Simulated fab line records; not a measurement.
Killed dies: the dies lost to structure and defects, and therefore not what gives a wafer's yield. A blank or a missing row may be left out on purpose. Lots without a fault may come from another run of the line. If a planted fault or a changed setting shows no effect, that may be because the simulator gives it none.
fab line records ; flow sky130
[record] lots = 6; wafers = 18; last-day = 50
route steps=708 shown VIA2@525 METAL3@532 CAPM@537 PAD_OPEN@708
lots that met no fault: taken from a fault-free run of the same line
start-h: start of the lot's first displayed wafer, in hours after the record's first day ; wait-h: hours since the lot's step before ; " same as the row above ; L1.1+2: several wafers, shown together as one row ; - no value, or no start given ; * or withheld: withheld ; < > ~ a bound
route shown NAME@n: a module of which the file shows steps, and the number in the route of the first ; usual: the fault-free wafers' mean and standard deviation ; same: alike in all rows ; chamber/n: place in a boat ; sites: each site's reading ; _std_site: standard deviation of those values ; _edge_site: mean of outer sites minus mean of inner sites ; radius-mm: for every site, how far away it sits from the centre of the wafer ; mask NAME#n: copy n ; behind: the most recent tool/chamber to have shaped the wafer ; hold: why the lot was held/for how many hours/how that ended ; device: transistor that didn't switch, given as n, p or np ; end of line: tests of these same wafers at the route's end ; for a step that has no rows: nothing shown but its recipe ; killed: at the first sort, the dies lost to defects and structure; wafer yield is something else ; map: dies across one wafer; x = killed, . = not, _ = none there
set.NAME: setting as actually run; set.NAME@STEP: the setting as run at that earlier step ; model.NAME: the simulator's own value behind a step, which no gauge read
a table for each step, a row for each wafer; lots at some steps of the route
services: from which hour (start-h, from the record's first day; less than 0 if before it) a tool's chamber was out of use, for how many hours, and why
[[steps]]
[step SKY_VIA2_CLEAN_18]
[recipe] chemistry = IPA; time-s = 180; temp-c = 25
[step SKY_VIA2_CLEAN_19]
[recipe] chemistry = O3/DIW; dry = n2-spin
[step SKY_VIA2_SPUTTER_20]
[recipe] material = TiN; target-thk-nm = 20; chamber-pressure-pa = 5; power-w = 4000; time-s = 80
[usual] throttle-valve-pct = 30.2/1.2
lot.wafer;tool;chamber;start-h;wait-h;throttle-valve-pct
L873.2;pvd-sputter-01;-;884.00;0.0;31.4
L873.4;pvd-sputter-01;-;884.00;0.0;31.5
L873.5;pvd-sputter-01;-;884.00;0.0;31.2
L875.1;pvd-sputter-03;-;895.28;0.0;28.1
L875.2;pvd-sputter-03;-;895.28;0.0;28.0
L875.6;pvd-sputter-03;-;895.28;0.0;28.3
L880.3;pvd-sputter-01;-;935.60;0.0;31.2
L880.4;pvd-sputter-01;-;935.60;0.0;31.7
L880.6;pvd-sputter-01;-;935.60;0.0;31.1
L881.1;pvd-sputter-02;-;951.85;0.0;30.3
L881.2;pvd-sputter-02;-;951.85;0.0;29.2
L881.5;pvd-sputter-02;-;951.85;0.0;30.2
L888.2;pvd-sputter-01;-;1005.17;0.0;30.9
L888.4;pvd-sputter-01;-;1005.17;0.0;31.0
L888.5;pvd-sputter-01;-;1005.17;0.0;31.3
L891.2;pvd-sputter-01;-;1010.02;0.0;31.1
L891.4;pvd-sputter-01;-;1010.02;0.0;31.0
L891.5;pvd-sputter-01;-;1010.02;0.0;31.1
[step SKY_VIA2_CVD_21]
[recipe] material = W; target-thk-nm = 420; time-s = 126.4; temp-c = 400; pressure-torr = 40
[usual] chamber-pressure-Torr = 40.00/0.099; heater-power-outer-w = 554/65; heater-power-w = 904/88; susceptor-temp-C = 399.96/0.23
lot.wafer;tool;chamber;start-h;wait-h;chamber-pressure-Torr;heater-power-outer-w;heater-power-w;since-wet-clean-h;susceptor-temp-C
L873.2;cvd-w-01;0;884.06;0.0;39.83;620;994;480;399.90
L873.4;cvd-w-01;1;884.06;0.0;40.02;535;890;-;399.86
L873.5;cvd-w-01;0;884.06;0.0;39.90;627;1014;-;400.03
L875.1;cvd-w-01;0;895.34;0.0;39.96;614;999;491;400.25
L875.2;cvd-w-01;1;895.34;0.0;40.06;545;924;491;399.86
L875.6;cvd-w-01;1;895.34;0.0;40.01;548;907;-;400.22
L880.3;cvd-w-01;0;935.71;0.1;40.10;597;970;-;399.85
L880.4;cvd-w-01;1;935.71;0.1;40.16;537;900;-;399.70
L880.6;cvd-w-01;1;935.71;0.1;40.08;550;912;-;399.65
L881.1;cvd-w-01;1;951.91;0.0;40.14;558;902;548;400.04
L881.2;cvd-w-01;0;951.91;0.0;39.90;633;1010;548;399.70
L881.5;cvd-w-01;1;951.91;0.0;39.95;549;897;-;400.51
L888.2;cvd-w-02;0;1005.23;0.0;39.90;440;737;87;399.61
L888.4;cvd-w-02;0;1005.23;0.0;40.05;427;741;-;399.75
L888.5;cvd-w-02;0;1005.23;0.0;40.23;430;768;-;399.82
L891.2;cvd-w-02;0;1010.08;0.0;39.99;432;744;92;400.21
L891.4;cvd-w-02;1;1010.08;0.0;40.10;563;926;-;399.82
L891.5;cvd-w-02;1;1010.08;0.0;40.07;557;896;-;399.87
[step SKY_VIA2_RS_MEAS_22]
[recipe] thk-meas-gauge = four-point-probe; reads = W_of_VIA2_CVD_21+TiN_of_VIA2_SPUTTER_20
[usual] VIA2_W_RS = 0.274/0.0035
lot.wafer;tool;chamber;start-h;wait-h;VIA2_W_RS[ohm/sq]
L873.2;film-metro-04;-;884.22;0.1;0.274
L873.4;film-metro-04;-;884.22;0.1;0.278
L873.5;film-metro-04;-;884.22;0.1;0.274
L875.1;film-metro-04;-;895.47;0.1;0.275
L875.2;film-metro-04;-;895.47;0.1;0.278
L875.6;film-metro-04;-;895.47;0.1;0.280
L880.3;film-metro-01;-;935.84;0.1;0.277
L880.4;film-metro-01;-;935.84;0.1;0.278
L880.6;film-metro-01;-;935.84;0.1;0.278
L881.1;film-metro-01;-;952.04;0.1;0.282
L881.2;film-metro-01;-;952.04;0.1;0.281
L881.5;film-metro-01;-;952.04;0.1;0.282
L888.2;film-metro-04;-;1005.38;0.1;0.268
L888.4;film-metro-04;-;1005.38;0.1;0.267
L888.5;film-metro-04;-;1005.38;0.1;0.269
L891.2;film-metro-01;-;1010.23;0.1;0.273
L891.4;film-metro-01;-;1010.23;0.1;0.273
L891.5;film-metro-01;-;1010.23;0.1;0.274
[step SKY_VIA2_THK_MEAS_23]
[recipe] thk-meas-gauge = xrf; reads = W_of_VIA2_CVD_21
[usual] VIA2_W_THK = 438/6.7
lot.wafer;tool;chamber;start-h;wait-h;VIA2_W_THK[nm]
L873.2;film-metro-04;-;884.33;0.1;439
L873.4;film-metro-04;-;884.33;0.1;437
L873.5;film-metro-04;-;884.33;0.1;438
L875.1;film-metro-04;-;895.59;0.1;436
L875.2;film-metro-04;-;895.59;0.1;432
L875.6;film-metro-04;-;895.59;0.1;429
L880.3;film-metro-01;-;935.94;0.1;432
L880.4;film-metro-01;-;935.94;0.1;430
L880.6;film-metro-01;-;935.94;0.1;433
L881.1;film-metro-01;-;952.16;0.1;422
L881.2;film-metro-01;-;952.16;0.1;422
L881.5;film-metro-01;-;952.16;0.1;419
L888.2;film-metro-04;-;1005.49;0.1;450
L888.4;film-metro-04;-;1005.49;0.1;451
L888.5;film-metro-04;-;1005.49;0.1;448
L891.2;film-metro-01;-;1010.34;0.1;434
L891.4;film-metro-01;-;1010.34;0.1;437
L891.5;film-metro-01;-;1010.34;0.1;433
[step SKY_VIA2_CMP_24]
[recipe] stop-on = SiO2; t-overpolish-s = 20; down-force-psi = 3.5; platen-rpm = 60; target-thk-nm = 0; pad-velocity-m-s = 0.94248
[step SKY_METAL3_SPUTTER_00]
[recipe] material = Ti; target-thk-nm = 15; power-w = 3000; time-s = 10; chamber-pressure-pa = 0.4
[usual] throttle-valve-pct = 30.0/1.1
lot.wafer;tool;chamber;start-h;wait-h;throttle-valve-pct
L873.2;pvd-sputter-04;-;884.68;0.2;29.6
L873.4;pvd-sputter-04;-;884.68;0.2;30.0
L873.5;pvd-sputter-04;-;884.68;0.2;30.3
L875.1;pvd-sputter-04;-;895.95;0.1;28.7
L875.2;pvd-sputter-04;-;895.95;0.1;30.0
L875.6;pvd-sputter-04;-;895.95;0.1;29.8
L880.3;pvd-sputter-01;-;936.28;0.2;31.2
L880.4;pvd-sputter-01;-;936.28;0.2;31.1
L880.6;pvd-sputter-01;-;936.28;0.2;31.0
L881.1;pvd-sputter-04;-;952.52;0.1;28.8
L881.2;pvd-sputter-04;-;952.52;0.1;29.7
L881.5;pvd-sputter-04;-;952.52;0.1;29.6
L888.2;pvd-sputter-03;-;1005.84;0.1;29.9
L888.4;pvd-sputter-03;-;1005.84;0.1;27.8
L888.5;pvd-sputter-03;-;1005.84;0.1;29.9
L891.2;pvd-sputter-04;-;1010.69;0.1;30.1
L891.4;pvd-sputter-04;-;1010.69;0.1;28.8
L891.5;pvd-sputter-04;-;1010.69;0.1;29.4
[step SKY_METAL3_SPUTTER_01]
[recipe] material = TiN; target-thk-nm = 20; power-w = 6500; time-s = 16.7; chamber-pressure-pa = 0.4
[usual] throttle-valve-pct = 30.0/1.1
lot.wafer;tool;chamber;start-h;wait-h;throttle-valve-pct
L873.2;pvd-sputter-04;-;884.70;0.0;29.7
L873.4;pvd-sputter-04;-;884.70;0.0;29.9
L873.5;pvd-sputter-04;-;884.70;0.0;30.5
L875.1;pvd-sputter-04;-;895.98;0.0;28.6
L875.2;pvd-sputter-04;-;895.98;0.0;29.9
L875.6;pvd-sputter-04;-;895.98;0.0;29.6
L880.3;pvd-sputter-01;-;936.30;0.0;30.8
L880.4;pvd-sputter-01;-;936.30;0.0;31.3
L880.6;pvd-sputter-01;-;936.30;0.0;30.9
L881.1;pvd-sputter-04;-;952.54;0.0;28.8
L881.2;pvd-sputter-04;-;952.54;0.0;29.6
L881.5;pvd-sputter-04;-;952.54;0.0;29.9
L888.2;pvd-sputter-03;-;1005.86;0.0;29.8
L888.4;pvd-sputter-03;-;1005.86;0.0;28.1
L888.5;pvd-sputter-03;-;1005.86;0.0;29.9
L891.2;pvd-sputter-04;-;1010.71;0.0;30.0
L891.4;pvd-sputter-04;-;1010.71;0.0;29.0
L891.5;pvd-sputter-04;-;1010.71;0.0;29.5
[step SKY_METAL3_SPUTTER_02]
[recipe] material = AlCu; target-thk-nm = 735; power-w = 10600; time-s = 39.1; chamber-pressure-pa = 0.4
[step SKY_METAL3_SPUTTER_03]
[recipe] material = Ti; target-thk-nm = 5; power-w = 3000; time-s = 3.3; chamber-pressure-pa = 0.4
[step SKY_METAL3_SPUTTER_04]
[recipe] material = TiN; target-thk-nm = 70; power-w = 6500; time-s = 58.3; chamber-pressure-pa = 0.4
[usual] throttle-valve-pct = 29.9/1.1
lot.wafer;tool;chamber;start-h;wait-h;throttle-valve-pct
L873.2;pvd-sputter-04;-;884.78;0.0;29.6
L873.4;pvd-sputter-04;-;884.78;0.0;30.1
L873.5;pvd-sputter-04;-;884.78;0.0;30.6
L875.1;pvd-sputter-04;-;896.07;0.0;28.7
L875.2;pvd-sputter-04;-;896.07;0.0;29.8
L875.6;pvd-sputter-04;-;896.07;0.0;29.6
L880.3;pvd-sputter-01;-;936.38;0.0;31.1
L880.4;pvd-sputter-01;-;936.38;0.0;31.1
L880.6;pvd-sputter-01;-;936.38;0.0;31.0
L881.1;pvd-sputter-04;-;952.63;0.0;28.7
L881.2;pvd-sputter-04;-;952.63;0.0;29.7
L881.5;pvd-sputter-04;-;952.63;0.0;29.5
L888.2;pvd-sputter-03;-;1005.95;0.0;29.6
L888.4;pvd-sputter-03;-;1005.95;0.0;28.1
L888.5;pvd-sputter-03;-;1005.95;0.0;29.7
L891.2;pvd-sputter-04;-;1010.79;0.0;30.1
L891.4;pvd-sputter-04;-;1010.79;0.0;28.8
L891.5;pvd-sputter-04;-;1010.79;0.0;29.5
[step SKY_CAPM_CVD_00]
[recipe] material = SiO2; target-thk-nm = 15.5; temp-c = 400; time-s = withheld; rf-w = 450
[usual] heater-power-outer-w = 382/66; heater-power-w = 658/89; susceptor-temp-C = 399.98/0.23
lot.wafer;tool;chamber;start-h;wait-h;heater-power-outer-w;heater-power-w;susceptor-temp-C
L873.2;pecvd-02;2;884.83;0.0;360;607;400.08
L873.4;pecvd-02;2;884.83;0.0;363;609;400.07
L873.5;pecvd-02;0;884.83;0.0;303;564;399.67
L875.1;pecvd-03;2;896.12;0.0;399;707;399.89
L875.2;pecvd-03;1;896.12;0.0;501;770;399.89
L875.6;pecvd-03;2;896.12;0.0;410;703;400.04
L880.3;pecvd-03;2;936.43;0.0;-;-;-
L880.4;pecvd-03;1;936.43;0.0;-;-;-
L880.6;pecvd-03;2;936.43;0.0;-;-;-
L881.1;pecvd-01;1;952.67;0.0;-;-;-
L881.2;pecvd-01;2;952.67;0.0;-;-;-
L881.5;pecvd-01;1;952.67;0.0;-;-;-
L888.2;pecvd-03;2;1006.00;0.0;424;746;399.81
L888.4;pecvd-03;2;1006.00;0.0;428;722;400.06
L888.5;pecvd-03;2;1006.00;0.0;420;739;400.28
L891.2;pecvd-02;2;1010.84;0.0;376;610;400.20
L891.4;pecvd-02;1;1010.84;0.0;328;626;400.01
L891.5;pecvd-02;2;1010.84;0.0;362;609;399.87
[step SKY_PAD_OPEN_PROBE_99]
[usual] defect-limited-yield = 82.6/1.7; killed_at_M0_to_M3 = 43/7; killed_at_M4_up = 3.1/1.5; killed-at-contacts = 23/4.9; killed-at-front-end = 16/3.9; killed-at-other = 0.3/0.52; killed-dies = 86/8.2; killed-on-rim = 16/3.7; killed-open = 47/6.1; killed-short = 38/5.8; sort_bin_3_pad_short = 0.8/0.41; sort_bin_5_function = 10.2/1.3; sort_bin_6_memory = 6.4/1.1; sort-n-pass = 406/8.2; sort-yield-pct = 82.6/1.7
[same] gross-dies = 492; killed-at-back-side = 0; sort_bin_4_leakage[%] = 0; sort_bin_8_speed[%] = 0
lot.wafer;tool;chamber;start-h;wait-h;defect-limited-yield[%];killed_at_M0_to_M3;killed_at_M4_up;killed-at-contacts;killed-at-front-end;killed-at-other;killed-dies;killed-on-rim;killed-open;killed-short;sort_bin_3_pad_short[%];sort_bin_5_function[%];sort_bin_6_memory[%];sort-n-pass;sort-yield-pct[%]
L880.3;prober-01;-;1153.24;0.2;0;46;5;23;23;395;492;96;47;50;0.8;92.1;7.1;0;0
L880.4;prober-01;-;1153.29;0.2;0;34;1;18;11;428;492;96;31;33;0.6;94.9;4.5;0;0
L880.6;prober-01;-;1153.39;0.2;0;44;3;18;19;408;492;96;44;40;1.0;92.1;6.9;0;0
L881.1;prober-02;-;1164.35;0.1;0;47;2;12;22;409;492;96;49;34;1.4;93.1;5.5;0;0
L881.2;prober-02;-;1164.40;0.1;0;37;3;28;16;408;492;96;56;28;0.6;92.3;7.1;0;0
L881.5;prober-02;-;1164.55;0.2;0;49;3;12;17;411;492;96;34;47;1.0;92.5;6.5;0;0
// killed by level:class
L880.3 CAPM:area-cvd=394 VIA1:geometric-particle:open=12 CONTACT:geometric-particle:open=9 POLY_GATE:geometric-particle:short=8 CONTACT:geometric-particle:short=7 POLY_GATE:geometric-particle:open=6 METAL1:geometric-particle:short=6 VIA1:geometric-particle:short=6
L880.4 CAPM:area-cvd=428 VIA1:geometric-particle:open=7 FIELD_ISO:geometric-particle:short=5 LI_CONTACT:geometric-particle:open=5 CONTACT:geometric-particle:open=5 CONTACT:geometric-particle:short=4 METAL1:geometric-particle:short=4 VIA1:geometric-particle:short=4
L880.6 CAPM:area-cvd=408 VIA1:geometric-particle:open=11 CONTACT:geometric-particle:open=10 METAL1:geometric-particle:short=7 FIELD_ISO:geometric-particle:short=6 FIELD_ISO:geometric-particle:open=5 LOCAL_INTERCONNECT:geometric-particle:short=4 VIA2:geometric-particle:short=4
L881.1 CAPM:area-cvd=409 VIA1:geometric-particle:open=10 VIA3:geometric-particle:open=9 FIELD_ISO:geometric-particle:open=8 CONTACT:geometric-particle:open=7 FIELD_ISO:geometric-particle:short=6 METAL1:geometric-particle:short=6 VIA1:geometric-particle:short=5
L881.2 CAPM:area-cvd=408 VIA1:geometric-particle:open=14 CONTACT:geometric-particle:open=12 LI_CONTACT:geometric-particle:open=8 FIELD_ISO:geometric-particle:open=5 POLY_GATE:geometric-particle:open=5 VIA2:geometric-particle:open=5 CONTACT:geometric-particle:short=4
L881.5 CAPM:area-cvd=411 METAL1:geometric-particle:short=11 VIA1:geometric-particle:open=9 VIA3:geometric-particle:open=6 FIELD_ISO:geometric-particle:short=5 METAL2:geometric-particle:short=5 VIA1:geometric-particle:short=5 POLY_GATE:geometric-particle:short=4
// map L880.3 (x killed, . not)
__________xxxxxxxxxx_________
________xxxxxxxxxxxxxx_______
______xxxxxxxxxxxxxxxxxx_____
_____xxxxxxxxxxxxxxxxxxxx____
____xxxxxxxxxxxxxxxxxxxxxx___
___xxxxxxxxxxxxxxxxxxxxxxxx__
__xxxxxxxxxxxxxxxxxxxxxxxxxx_
_xxxxxxxxxxxxxxxxxxxxxxxxxxxx
_xxxxxxxxxxxxxxxxxxxxxxxxxxxx
_xxxxxxxxxxxxxxxxxxxxxxxxxxxx
_xxxxxxxxxxxxxxxxxxxxxxxxxxxx
_xxxxxxxxxxxxxxxxxxxxxxxxxxxx
_xxxxxxxxxxxxxxxxxxxxxxxxxxxx
_xxxxxxxxxxxxxxxxxxxxxxxxxxxx
_xxxxxxxxxxxxxxxxxxxxxxxxxxxx
__xxxxxxxxxxxxxxxxxxxxxxxxxx_
___xxxxxxxxxxxxxxxxxxxxxxxx__
____xxxxxxxxxxxxxxxxxxxxxx___
_____xxxxxxxxxxxxxxxxxxxx____
______xxxxxxxxxxxxxxxxxx_____
________xxxxxxxxxxxxxx_______
__________xxxxxxxxxx_________
// map L881.1 (x killed, . not)
__________xxxxxxxxxx_________
________xxxxxxxxxxxxxx_______
______xxxxxxxxxxxxxxxxxx_____
_____xxxxxxxxxxxxxxxxxxxx____
____xxxxxxxxxxxxxxxxxxxxxx___
___xxxxxxxxxxxxxxxxxxxxxxxx__
__xxxxxxxxxxxxxxxxxxxxxxxxxx_
_xxxxxxxxxxxxxxxxxxxxxxxxxxxx
_xxxxxxxxxxxxxxxxxxxxxxxxxxxx
_xxxxxxxxxxxxxxxxxxxxxxxxxxxx
_xxxxxxxxxxxxxxxxxxxxxxxxxxxx
_xxxxxxxxxxxxxxxxxxxxxxxxxxxx
_xxxxxxxxxxxxxxxxxxxxxxxxxxxx
_xxxxxxxxxxxxxxxxxxxxxxxxxxxx
_xxxxxxxxxxxxxxxxxxxxxxxxxxxx
__xxxxxxxxxxxxxxxxxxxxxxxxxx_
___xxxxxxxxxxxxxxxxxxxxxxxx__
____xxxxxxxxxxxxxxxxxxxxxx___
_____xxxxxxxxxxxxxxxxxxxx____
______xxxxxxxxxxxxxxxxxx_____
________xxxxxxxxxxxxxx_______
__________xxxxxxxxxx_________
[[services]]
tool;chamber;start-h;hours;kind
pvd-sputter-03;-;868.93;1.1;repair
pecvd-02;-;899.45;0.8;repair
cvd-w-02;-;904.00;14.0;pm
cvd-w-02;0;904.00;14.0;vent-cycle
cvd-w-02;1;904.00;14.0;vent-cycle
cvd-w-01;1;904.66;3.4;repair
pecvd-02;-;908.93;1.9;repair
pecvd-03;0;911.38;2.1;scheduled-down
pecvd-02;1;924.51;18.7;repair
pvd-sputter-02;-;937.82;1.3;repair
pecvd-02;0;938.68;85.7;repair
pecvd-01;-;942.42;0.8;repair
pecvd-02;1;950.19;2.6;repair
pecvd-03;0;956.69;5.5;scheduled-down
pvd-sputter-02;-;970.14;3.6;repair
pecvd-03;0;970.58;3.6;repair
cvd-w-01;1;980.40;10.8;repair
pecvd-03;0;982.45;11.1;repair
cvd-w-01;-;986.69;6.9;pm
pecvd-03;1;999.38;-;clean
pecvd-03;1;999.38;-;consumable-replace:showerhead
pecvd-03;1;999.38;29.0;scheduled-down
pecvd-03;1;999.38;29.0;vent-cycle
pecvd-03;2;1010.62;2.1;scheduled-down
[[key]]
[first-sign] step = SKY_CAPM_CVD_00; reading = tool-record; direction = missing
[effect] step = SKY_PAD_OPEN_PROBE_99; reading = killed-at-other; direction = up; sigmas = 99+; usual = 0.3; struck = 409.8
[more-kills-born-at] SKY_CAPM_CVD_00@pecvd-03 = 1230; SKY_CAPM_CVD_00@pecvd-01 = 1228
met-at SKY_CAPM_CVD_00
struck-wafers L880.3,L880.4,L880.6,L881.1,L881.2,L881.5
later-rows-left-out L880.3,L880.4,L880.6,L881.1,L881.2,L881.5
onset-between 896.12 936.43
[fault] kind = skipped-step-whole; tool = pecvd-01,pecvd-03; chamber = -; onset-h = 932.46; steps = SKY_CAPM_CVD_00; scope = struck-lots-only
// later-rows-left-out: the simulator's readings of these wafers behind a module that went badly wrong aren't trusted and aren't shown, but for the sort
